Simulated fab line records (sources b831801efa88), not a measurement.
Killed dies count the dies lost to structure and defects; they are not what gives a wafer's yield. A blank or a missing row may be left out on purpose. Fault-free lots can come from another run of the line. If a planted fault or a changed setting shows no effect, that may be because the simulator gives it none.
fab line records :: flow gf180mcu
[record]
  lots = 5
  wafers = 15
  last-day = 32
route steps=602 shown PSD@259 NSD@262 SAB@264
lots that met no fault: taken from a fault-free run of the same line
start-h: the number of hours between the record's first day and the start of the first shown wafer of the lot :: wait-h: hours from the lot's prior step to this one :: " as in the row above :: L1.1+2: several wafers, shown together as one row :: - either no value or no given start :: * or withheld: withheld :: < > ~ a bound
route shown NAME@n: a module of which the file shows steps, and the number in the route of the first :: usual: mean/standard deviation taken from wafers without a fault :: same: alike in all rows :: chamber/n: place in a boat :: sites: per-site readings :: _std_site: standard deviation across them :: _edge_site: the outer-site mean with the inner-site mean subtracted :: radius-mm: for every site, how far away it sits from the centre of the wafer :: mask NAME#n: copy n :: behind: the last tool/chamber to shape the wafer :: hold: reason for holding the lot/hours on hold/outcome of the hold :: device: the n, p or np transistor that did not switch :: end of line: the tests these same wafers got at the end of their route :: a step given without rows: its recipe and nothing more :: killed: dies that structure and defects cost at the first sort, which is not the same as the wafer's yield :: map: the dies of a wafer, with x for killed, . for not killed, _ for no die there
set.NAME: the run value of the setting; set.NAME@STEP: its run value at that earlier step :: model.NAME: the simulator's own value behind a step, which no gauge read
lots at some steps of the route; a table a step, a row a wafer
services: when a tool's chamber went out of use (start-h, in hours from the record's first day, below 0 if earlier), for how many hours, and the reason
[[steps]]
[step GF_PSD_TW_MEAS_11]
[usual]
  PSD_TW = 3177/22
lot.wafer: L075.2
tool: film-metro-02
chamber: -
start-h: 327.52
wait-h: 0.1
PSD_TW: 3179

lot.wafer: L075.3
tool: film-metro-02
chamber: -
start-h: 327.52
wait-h: 0.1
PSD_TW: 3155

lot.wafer: L075.5
tool: film-metro-02
chamber: -
start-h: 327.52
wait-h: 0.1
PSD_TW: 3169

lot.wafer: L076.3
tool: film-metro-02
chamber: -
start-h: 333.03
wait-h: 0.1
PSD_TW: 3185

lot.wafer: L076.5
tool: film-metro-02
chamber: -
start-h: 333.03
wait-h: 0.1
PSD_TW: 3163

lot.wafer: L076.6
tool: film-metro-02
chamber: -
start-h: 333.03
wait-h: 0.1
PSD_TW: 3161

lot.wafer: L086.2
tool: film-metro-02
chamber: -
start-h: 415.39
wait-h: 0.1
PSD_TW: 3176

lot.wafer: L086.3
tool: film-metro-02
chamber: -
start-h: 415.39
wait-h: 0.1
PSD_TW: 3188

lot.wafer: L086.6
tool: film-metro-02
chamber: -
start-h: 415.39
wait-h: 0.1
PSD_TW: 3188

lot.wafer: L088.2
tool: film-metro-01
chamber: -
start-h: 439.92
wait-h: 0.1
PSD_TW: 3204

lot.wafer: L088.5
tool: film-metro-01
chamber: -
start-h: 439.92
wait-h: 0.1
PSD_TW: 3202

lot.wafer: L088.6
tool: film-metro-01
chamber: -
start-h: 439.92
wait-h: 0.1
PSD_TW: 3195

lot.wafer: L091.1
tool: film-metro-01
chamber: -
start-h: 461.11
wait-h: 0.1
PSD_TW: 3192

lot.wafer: L091.2
tool: film-metro-01
chamber: -
start-h: 461.11
wait-h: 0.1
PSD_TW: 3204

lot.wafer: L091.4
tool: film-metro-01
chamber: -
start-h: 461.11
wait-h: 0.1
PSD_TW: 3194
[step GF_PSD_CLEAN_12]
[recipe]
  chemistry = SC1/SC2
  mix = 1:4:20
  temp-c = 70
  time-s = 150
  dry = n2-spin
[same]
  time-s = 150
lot.wafer: L075.2+3+5
tool: wet-bench-01
chamber: 0
start-h: 327.57
wait-h: 0.0

lot.wafer: L076.3+5+6
tool: wet-bench-01
chamber: 1
start-h: 333.07
wait-h: 0.0

lot.wafer: L086.2+3+6
tool: wet-bench-01
chamber: 3
start-h: 415.44
wait-h: 0.0

lot.wafer: L088.2+5+6
tool: wet-bench-04
chamber: 2
start-h: 439.97
wait-h: 0.0

lot.wafer: L091.1+2+4
tool: wet-bench-02
chamber: 1
start-h: 461.17
wait-h: 0.1
[step GF_PSD_RTA_13]
[recipe]
  temp-c = 1025
  time-s = 20
  ambient = N2
[usual]
  chamber-o2-ppm = 1.993/0.026
  wafer_temp_C_max = 1028.3/0.66
[same]
  lamp-power-pct = 35
  time-s = 20
lot.wafer: L075.2
tool: rtp-anneal-01
chamber: 0
start-h: 327.64
wait-h: 0.0
chamber-o2-ppm: 2.001
wafer_temp_C_max: 1029.0

lot.wafer: L075.3
tool: rtp-anneal-01
chamber: 0
start-h: 327.64
wait-h: 0.0
chamber-o2-ppm: 2.026
wafer_temp_C_max: 1028.0

lot.wafer: L075.5
tool: rtp-anneal-01
chamber: 0
start-h: 327.64
wait-h: 0.0
chamber-o2-ppm: 2.052
wafer_temp_C_max: 1028.0

lot.wafer: L076.3
tool: rtp-anneal-01
chamber: 0
start-h: 333.15
wait-h: 0.0
chamber-o2-ppm: 2.008
wafer_temp_C_max: 1027.3

lot.wafer: L076.5
tool: rtp-anneal-01
chamber: 0
start-h: 333.15
wait-h: 0.0
chamber-o2-ppm: 2.010
wafer_temp_C_max: 1027.6

lot.wafer: L076.6
tool: rtp-anneal-01
chamber: 0
start-h: 333.15
wait-h: 0.0
chamber-o2-ppm: 1.988
wafer_temp_C_max: 1028.5

lot.wafer: L086.2
tool: rtp-anneal-01
chamber: 0
start-h: 415.50
wait-h: 0.0
chamber-o2-ppm: 1.998
wafer_temp_C_max: 1028.0

lot.wafer: L086.3
tool: rtp-anneal-01
chamber: 0
start-h: 415.50
wait-h: 0.0
chamber-o2-ppm: 2.022
wafer_temp_C_max: 1028.9

lot.wafer: L086.6
tool: rtp-anneal-01
chamber: 0
start-h: 415.50
wait-h: 0.0
chamber-o2-ppm: 2.009
wafer_temp_C_max: 1028.3

lot.wafer: L088.2
tool: rtp-anneal-01
chamber: 0
start-h: 440.03
wait-h: 0.0
chamber-o2-ppm: 1.996
wafer_temp_C_max: 1028.7

lot.wafer: L088.5
tool: rtp-anneal-01
chamber: 0
start-h: 440.03
wait-h: 0.0
chamber-o2-ppm: 1.986
wafer_temp_C_max: 1028.4

lot.wafer: L088.6
tool: rtp-anneal-01
chamber: 0
start-h: 440.03
wait-h: 0.0
chamber-o2-ppm: 1.984
wafer_temp_C_max: 1028.4

lot.wafer: L091.1
tool: rtp-anneal-01
chamber: 0
start-h: 461.22
wait-h: 0.0
chamber-o2-ppm: 2.003
wafer_temp_C_max: 1029.5

lot.wafer: L091.2
tool: rtp-anneal-01
chamber: 0
start-h: 461.22
wait-h: 0.0
chamber-o2-ppm: 1.986
wafer_temp_C_max: 1028.3

lot.wafer: L091.4
tool: rtp-anneal-01
chamber: 0
start-h: 461.22
wait-h: 0.0
chamber-o2-ppm: 1.958
wafer_temp_C_max: 1028.7
[step GF_PSD_RS_MEAS_14]
[recipe]
  thk-meas-gauge = four-point-probe
[usual]
  NSD_RS = 46.15/0.084
lot.wafer: L075.2
tool: film-metro-02
chamber: -
start-h: 327.73
wait-h: 0.1
NSD_RS[ohm/sq]: 46.14

lot.wafer: L075.3
tool: film-metro-02
chamber: -
start-h: 327.73
wait-h: 0.1
NSD_RS[ohm/sq]: 46.17

lot.wafer: L075.5
tool: film-metro-02
chamber: -
start-h: 327.73
wait-h: 0.1
NSD_RS[ohm/sq]: 46.16

lot.wafer: L076.3
tool: film-metro-01
chamber: -
start-h: 333.25
wait-h: 0.1
NSD_RS[ohm/sq]: 46.11

lot.wafer: L076.5
tool: film-metro-01
chamber: -
start-h: 333.25
wait-h: 0.1
NSD_RS[ohm/sq]: 46.13

lot.wafer: L076.6
tool: film-metro-01
chamber: -
start-h: 333.25
wait-h: 0.1
NSD_RS[ohm/sq]: 45.98

lot.wafer: L086.2
tool: film-metro-01
chamber: -
start-h: 415.59
wait-h: 0.1
NSD_RS[ohm/sq]: 46.16

lot.wafer: L086.3
tool: film-metro-01
chamber: -
start-h: 415.59
wait-h: 0.1
NSD_RS[ohm/sq]: 46.15

lot.wafer: L086.6
tool: film-metro-01
chamber: -
start-h: 415.59
wait-h: 0.1
NSD_RS[ohm/sq]: 46.17

lot.wafer: L088.2
tool: film-metro-02
chamber: -
start-h: 440.12
wait-h: 0.1
NSD_RS[ohm/sq]: 46.21

lot.wafer: L088.5
tool: film-metro-02
chamber: -
start-h: 440.12
wait-h: 0.1
NSD_RS[ohm/sq]: 46.16

lot.wafer: L088.6
tool: film-metro-02
chamber: -
start-h: 440.12
wait-h: 0.1
NSD_RS[ohm/sq]: 46.18

lot.wafer: L091.1
tool: film-metro-03
chamber: -
start-h: 461.30
wait-h: 0.1
NSD_RS[ohm/sq]: 46.12

lot.wafer: L091.2
tool: film-metro-03
chamber: -
start-h: 461.30
wait-h: 0.1
NSD_RS[ohm/sq]: 46.19

lot.wafer: L091.4
tool: film-metro-03
chamber: -
start-h: 461.30
wait-h: 0.1
NSD_RS[ohm/sq]: 46.22
[step GF_PSD_RS_MEAS_15]
[recipe]
  thk-meas-gauge = four-point-probe
[usual]
  PSD_RS = 108.60/0.29
lot.wafer: L075.2
tool: film-metro-02
chamber: -
start-h: 327.85
wait-h: 0.1
PSD_RS[ohm/sq]: 108.43

lot.wafer: L075.3
tool: film-metro-02
chamber: -
start-h: 327.85
wait-h: 0.1
PSD_RS[ohm/sq]: 108.52

lot.wafer: L075.5
tool: film-metro-02
chamber: -
start-h: 327.85
wait-h: 0.1
PSD_RS[ohm/sq]: 108.63

lot.wafer: L076.3
tool: film-metro-01
chamber: -
start-h: 333.37
wait-h: 0.1
PSD_RS[ohm/sq]: 108.46

lot.wafer: L076.5
tool: film-metro-01
chamber: -
start-h: 333.37
wait-h: 0.1
PSD_RS[ohm/sq]: 108.10

lot.wafer: L076.6
tool: film-metro-01
chamber: -
start-h: 333.37
wait-h: 0.1
PSD_RS[ohm/sq]: 108.42

lot.wafer: L086.2
tool: film-metro-01
chamber: -
start-h: 415.71
wait-h: 0.1
PSD_RS[ohm/sq]: 108.51

lot.wafer: L086.3
tool: film-metro-01
chamber: -
start-h: 415.71
wait-h: 0.1
PSD_RS[ohm/sq]: 108.41

lot.wafer: L086.6
tool: film-metro-01
chamber: -
start-h: 415.71
wait-h: 0.1
PSD_RS[ohm/sq]: 108.41

lot.wafer: L088.2
tool: film-metro-02
chamber: -
start-h: 440.24
wait-h: 0.1
PSD_RS[ohm/sq]: 108.93

lot.wafer: L088.5
tool: film-metro-02
chamber: -
start-h: 440.24
wait-h: 0.1
PSD_RS[ohm/sq]: 108.63

lot.wafer: L088.6
tool: film-metro-02
chamber: -
start-h: 440.24
wait-h: 0.1
PSD_RS[ohm/sq]: 108.55

lot.wafer: L091.1
tool: film-metro-03
chamber: -
start-h: 461.42
wait-h: 0.1
PSD_RS[ohm/sq]: 108.45

lot.wafer: L091.2
tool: film-metro-03
chamber: -
start-h: 461.42
wait-h: 0.1
PSD_RS[ohm/sq]: 108.18

lot.wafer: L091.4
tool: film-metro-03
chamber: -
start-h: 461.42
wait-h: 0.1
PSD_RS[ohm/sq]: 108.63
[step GF_SAB_CVD_00]
[recipe]
  material = SiO2
  target-thk-nm = 50
  precursor = TEOS
  temp-c = 400
  time-s = 4.9302
  rf-w = 600
[usual]
  heater-power-outer-w = 373/55
  heater-power-w = 638/66
[same]
  time-s = 4.9302
lot.wafer: L075.2
tool: pecvd-03
chamber: 1
start-h: 327.95
wait-h: 0.1
heater-power-outer-w: 250
heater-power-w: 529

lot.wafer: L075.3
tool: pecvd-03
chamber: 2
start-h: 327.95
wait-h: 0.1
heater-power-outer-w: 356
heater-power-w: 562

lot.wafer: L075.5
tool: pecvd-03
chamber: 2
start-h: 327.95
wait-h: 0.1
heater-power-outer-w: 360
heater-power-w: 572

lot.wafer: L076.3
tool: pecvd-03
chamber: 1
start-h: 333.45
wait-h: 0.1
heater-power-outer-w: 237
heater-power-w: 519

lot.wafer: L076.5
tool: pecvd-03
chamber: 2
start-h: 333.45
wait-h: 0.1
heater-power-outer-w: 386
heater-power-w: 584

lot.wafer: L076.6
tool: pecvd-03
chamber: 1
start-h: 333.45
wait-h: 0.1
heater-power-outer-w: 238
heater-power-w: 517

lot.wafer: L086.2
tool: pecvd-04
chamber: 0
start-h: 415.81
wait-h: 0.1
heater-power-outer-w: 385
heater-power-w: 716

lot.wafer: L086.3
tool: pecvd-04
chamber: 1
start-h: 415.81
wait-h: 0.1
heater-power-outer-w: 376
heater-power-w: 651

lot.wafer: L086.6
tool: pecvd-04
chamber: 2
start-h: 415.81
wait-h: 0.1
heater-power-outer-w: 449
heater-power-w: 723

lot.wafer: L088.2
tool: pecvd-03
chamber: 0
start-h: 440.34
wait-h: 0.1
heater-power-outer-w: 393
heater-power-w: 620

lot.wafer: L088.5
tool: pecvd-03
chamber: 0
start-h: 440.34
wait-h: 0.1
heater-power-outer-w: 396
heater-power-w: 624

lot.wafer: L088.6
tool: pecvd-03
chamber: 2
start-h: 440.34
wait-h: 0.1
heater-power-outer-w: 406
heater-power-w: 602

lot.wafer: L091.1
tool: pecvd-04
chamber: 0
start-h: 461.54
wait-h: 0.1
heater-power-outer-w: 436
heater-power-w: 804

lot.wafer: L091.2
tool: pecvd-04
chamber: 2
start-h: 461.54
wait-h: 0.1
heater-power-outer-w: 412
heater-power-w: 666

lot.wafer: L091.4
tool: pecvd-04
chamber: 2
start-h: 461.54
wait-h: 0.1
heater-power-outer-w: 408
heater-power-w: 691
[step GF_SAB_THK_MEAS_01]
[recipe]
  reads = SiO2_of_SAB_CVD_00
[usual]
  SAB_CVD_00_THK = 50.0/0.69
lot.wafer: L075.2
tool: film-metro-04
chamber: -
start-h: 327.99
wait-h: 0.0
SAB_CVD_00_THK[nm]: 50.7

lot.wafer: L075.3
tool: film-metro-04
chamber: -
start-h: 327.99
wait-h: 0.0
SAB_CVD_00_THK[nm]: 50.6

lot.wafer: L075.5
tool: film-metro-04
chamber: -
start-h: 327.99
wait-h: 0.0
SAB_CVD_00_THK[nm]: 50.7

lot.wafer: L076.3
tool: film-metro-04
chamber: -
start-h: 333.49
wait-h: 0.0
SAB_CVD_00_THK[nm]: 50.1

lot.wafer: L076.5
tool: film-metro-04
chamber: -
start-h: 333.49
wait-h: 0.0
SAB_CVD_00_THK[nm]: 51.5

lot.wafer: L076.6
tool: film-metro-04
chamber: -
start-h: 333.49
wait-h: 0.0
SAB_CVD_00_THK[nm]: 51.1

lot.wafer: L086.2
tool: film-metro-02
chamber: -
start-h: 415.84
wait-h: 0.0
SAB_CVD_00_THK[nm]: 50.0

lot.wafer: L086.3
tool: film-metro-02
chamber: -
start-h: 415.84
wait-h: 0.0
SAB_CVD_00_THK[nm]: 49.2

lot.wafer: L086.6
tool: film-metro-02
chamber: -
start-h: 415.84
wait-h: 0.0
SAB_CVD_00_THK[nm]: 49.6

lot.wafer: L088.2
tool: film-metro-04
chamber: -
start-h: 440.37
wait-h: 0.0
SAB_CVD_00_THK[nm]: 49.7

lot.wafer: L088.5
tool: film-metro-04
chamber: -
start-h: 440.37
wait-h: 0.0
SAB_CVD_00_THK[nm]: 50.0

lot.wafer: L088.6
tool: film-metro-04
chamber: -
start-h: 440.37
wait-h: 0.0
SAB_CVD_00_THK[nm]: 49.8

lot.wafer: L091.1
tool: film-metro-02
chamber: -
start-h: 461.56
wait-h: 0.0
SAB_CVD_00_THK[nm]: 50.4

lot.wafer: L091.2
tool: film-metro-02
chamber: -
start-h: 461.56
wait-h: 0.0
SAB_CVD_00_THK[nm]: 48.7

lot.wafer: L091.4
tool: film-metro-02
chamber: -
start-h: 461.56
wait-h: 0.0
SAB_CVD_00_THK[nm]: 49.8
[step GF_SAB_DEHYDRATE_02]
[recipe]
  temp-c = 200
  time-s = 60
[usual]
  chill-plate-temp-C = 22.99/0.11
[same]
  time-s = 60
lot.wafer: L075.2
tool: litho-track-03
chamber: 0
start-h: 337.49
wait-h: 9.5
chill-plate-temp-C: 23.08

lot.wafer: L075.3
tool: litho-track-03
chamber: 0
start-h: 337.49
wait-h: 9.5
chill-plate-temp-C: 23.09

lot.wafer: L075.5
tool: litho-track-03
chamber: 0
start-h: 337.49
wait-h: 9.5
chill-plate-temp-C: 22.93

lot.wafer: L076.3
tool: litho-track-03
chamber: 0
start-h: 343.36
wait-h: 9.9
chill-plate-temp-C: 23.03

lot.wafer: L076.5
tool: litho-track-03
chamber: 0
start-h: 343.36
wait-h: 9.9
chill-plate-temp-C: 22.83

lot.wafer: L076.6
tool: litho-track-03
chamber: 0
start-h: 343.36
wait-h: 9.9
chill-plate-temp-C: 23.08

lot.wafer: L086.2
tool: litho-track-02
chamber: 0
start-h: 427.26
wait-h: 11.4
chill-plate-temp-C: 23.14

lot.wafer: L086.3
tool: litho-track-02
chamber: 0
start-h: 427.26
wait-h: 11.4
chill-plate-temp-C: 22.97

lot.wafer: L086.6
tool: litho-track-02
chamber: 0
start-h: 427.26
wait-h: 11.4
chill-plate-temp-C: 23.30

lot.wafer: L088.2
tool: litho-track-02
chamber: 0
start-h: 451.76
wait-h: 11.4
chill-plate-temp-C: 22.85

lot.wafer: L088.5
tool: litho-track-02
chamber: 0
start-h: 451.76
wait-h: 11.4
chill-plate-temp-C: 23.06

lot.wafer: L088.6
tool: litho-track-02
chamber: 0
start-h: 451.76
wait-h: 11.4
chill-plate-temp-C: 22.95

lot.wafer: L091.1
tool: litho-track-02
chamber: 0
start-h: 472.44
wait-h: 10.9
chill-plate-temp-C: 22.93

lot.wafer: L091.2
tool: litho-track-02
chamber: 0
start-h: 472.44
wait-h: 10.9
chill-plate-temp-C: 23.04

lot.wafer: L091.4
tool: litho-track-02
chamber: 0
start-h: 472.44
wait-h: 10.9
chill-plate-temp-C: 22.99
[step GF_SAB_HMDS_03]
[recipe]
  prime-time-s = 60
  prime-temp-c = 120
[usual]
  chill-plate-temp-C = 22.99/0.11
lot.wafer: L075.2
tool: litho-track-03
chamber: 0
start-h: 337.64
wait-h: 0.1
chill-plate-temp-C: 22.85

lot.wafer: L075.3
tool: litho-track-03
chamber: 0
start-h: 337.64
wait-h: 0.1
chill-plate-temp-C: 22.97

lot.wafer: L075.5
tool: litho-track-03
chamber: 0
start-h: 337.64
wait-h: 0.1
chill-plate-temp-C: 23.03

lot.wafer: L076.3
tool: litho-track-03
chamber: 0
start-h: 343.51
wait-h: 0.1
chill-plate-temp-C: 22.75

lot.wafer: L076.5
tool: litho-track-03
chamber: 0
start-h: 343.51
wait-h: 0.1
chill-plate-temp-C: 22.86

lot.wafer: L076.6
tool: litho-track-03
chamber: 0
start-h: 343.51
wait-h: 0.1
chill-plate-temp-C: 22.97

lot.wafer: L086.2
tool: litho-track-02
chamber: 0
start-h: 427.41
wait-h: 0.1
chill-plate-temp-C: 22.88

lot.wafer: L086.3
tool: litho-track-02
chamber: 0
start-h: 427.41
wait-h: 0.1
chill-plate-temp-C: 22.73

lot.wafer: L086.6
tool: litho-track-02
chamber: 0
start-h: 427.41
wait-h: 0.1
chill-plate-temp-C: 22.80

lot.wafer: L088.2
tool: litho-track-02
chamber: 0
start-h: 451.91
wait-h: 0.1
chill-plate-temp-C: 22.87

lot.wafer: L088.5
tool: litho-track-02
chamber: 0
start-h: 451.91
wait-h: 0.1
chill-plate-temp-C: 22.95

lot.wafer: L088.6
tool: litho-track-02
chamber: 0
start-h: 451.91
wait-h: 0.1
chill-plate-temp-C: 22.99

lot.wafer: L091.1
tool: litho-track-02
chamber: 0
start-h: 472.59
wait-h: 0.1
chill-plate-temp-C: 22.91

lot.wafer: L091.2
tool: litho-track-02
chamber: 0
start-h: 472.59
wait-h: 0.1
chill-plate-temp-C: 22.91

lot.wafer: L091.4
tool: litho-track-02
chamber: 0
start-h: 472.59
wait-h: 0.1
chill-plate-temp-C: 23.01
[[services]]
tool: rtp-anneal-01
chamber: -
start-h: 310.93
hours: 4.3
kind: pm

tool: wet-bench-02
chamber: -
start-h: 356.09
hours: 1.9
kind: pm

tool: pecvd-04
chamber: -
start-h: 368.88
hours: 14.0
kind: pm

tool: pecvd-04
chamber: 0
start-h: 368.88
hours: 14.0
kind: vent-cycle

tool: pecvd-04
chamber: 1
start-h: 368.88
hours: 14.0
kind: vent-cycle

tool: pecvd-04
chamber: 2
start-h: 368.88
hours: 14.0
kind: vent-cycle

tool: pecvd-04
chamber: 0
start-h: 382.88
hours: -
kind: clean

tool: pecvd-04
chamber: 1
start-h: 382.88
hours: -
kind: clean

tool: pecvd-04
chamber: 2
start-h: 382.88
hours: -
kind: clean

tool: pecvd-04
chamber: 0
start-h: 429.98
hours: -
kind: calibration
[[key]]
fault none
